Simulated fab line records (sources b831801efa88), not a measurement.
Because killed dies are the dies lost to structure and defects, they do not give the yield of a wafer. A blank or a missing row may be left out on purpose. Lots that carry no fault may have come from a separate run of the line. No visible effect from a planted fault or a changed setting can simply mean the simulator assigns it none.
Split-lot experiment -- flow sky130 -- on a route of 708 steps: 5 lots, 23 wafers read

## THE SPLIT ITSELF
At SKY_CONTACT_HDPCVD_02 (deposits SiO2, target thk 565 nm, time 94.2 s), the setting timeS was moved away from the recipe's 94.2 s on 6 of the 23 wafers read, by -9.1% to +5.7%. For the rest of the wafers, this setting stayed at what the recipe calls for.

Split to reading: the file shows no intervening step.

## THE READING
CONTACT_HDPCVD_THK in nanometres, read at SKY_CONTACT_THK_MEAS_03. Fault-free wafers of this fab line usually give 570 nm, standard deviation 6.2 nm.

wafer,"tool, chamber at the split","timeS as run, s",against the recipe,"CONTACT_HDPCVD_THK, nm",against lot-mates on the recipe
L074.2,"hdpcvd-01, 0,2,1",94.2,recipe,572,-
L074.4,"hdpcvd-01, 0,2,1",94.2,recipe,570,-
L074.5,"hdpcvd-01, 0,2,1",94.2,recipe,576,-
L076.1,"hdpcvd-02, 1,0,0",85.66,-9.1%,509,-53
L076.2,"hdpcvd-02, 1,0,0",85.66,-9.1%,520,-42
L076.4,"hdpcvd-02, 2,1",94.2,recipe,557,-
L076.5,"hdpcvd-02, 1,0,0",85.66,-9.1%,515,-47
L076.6,"hdpcvd-02, 2,1",94.2,recipe,567,-
L081.1,"hdpcvd-01, 0,2,1,0,2",94.2,recipe,570,-
L081.2,"hdpcvd-01, 0,2,1,0,2",94.2,recipe,568,-
L081.3,"hdpcvd-01, 0,2,1,0,2",94.2,recipe,582,-
L081.5,"hdpcvd-01, 0,2,1,0,2",94.2,recipe,562,-
L081.6,"hdpcvd-01, 0,2,1,0,2",94.2,recipe,568,-
L083.1,"hdpcvd-01, 0,2,0",99.53,+5.7%,611,+24
L083.2,"hdpcvd-01, 0,2,0",99.53,+5.7%,611,+24
L083.3,"hdpcvd-01, 1",94.2,recipe,588,-
L083.4,"hdpcvd-01, 0,2,0",99.53,+5.7%,607,+20
L083.6,"hdpcvd-01, 1",94.2,recipe,587,-
L085.1,"hdpcvd-01, 0,1,1,2,0",94.2,recipe,567,-
L085.2,"hdpcvd-01, 0,1,1,2,0",94.2,recipe,575,-
L085.4,"hdpcvd-01, 0,1,1,2,0",94.2,recipe,577,-
L085.5,"hdpcvd-01, 0,1,1,2,0",94.2,recipe,567,-
L085.6,"hdpcvd-01, 0,1,1,2,0",94.2,recipe,573,-
If several chambers appear in one row, that row covers several wafers at once and the file leaves open which wafer was in which chamber.

FIT RESULTS
A straight line over all 23 wafers: CONTACT_HDPCVD_THK changes by +6.43 nm for each +1% of timeS; r = +0.96; the points scatter about the line by 7.4 nm.
The same after taking each lot's own level away (the mean of its wafers on the recipe; 23 wafers): +4.82 nm for each +1%; r = +0.97; scatter 5 nm.
That fit puts the effect of the largest move of timeS on the reading at 44 nm.
The lots' own levels span 562.0 to 587.5 nm, that is 4.1 times the standard deviation above.
Hence the slope depends on the lot-to-lot level, as the two fits are not the same.
Check: for one of the wafers moved furthest among these (-9.1%), held out of the fit, the line's prediction against its lot-mates is -41.9 nm. It came out at -53 nm against them.

## OTHER SPLITS ON THESE WAFERS
Other splits were also applied to these wafers ahead of the reading. Each is held against what the fit with the lots' levels taken away leaves over:
other split on the same wafers,wafers away from the commonest value,r with CONTACT_HDPCVD_THK (lot level and that fit taken away)
SKY_LOCAL_INTERCONNECT_DEVELOP_10 developTimeS,4,+0.03

## THE FILE'S OWN FIT
CONTACT_HDPCVD_THK changes by +4.83 nm for each +1% of timeS, r = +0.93.
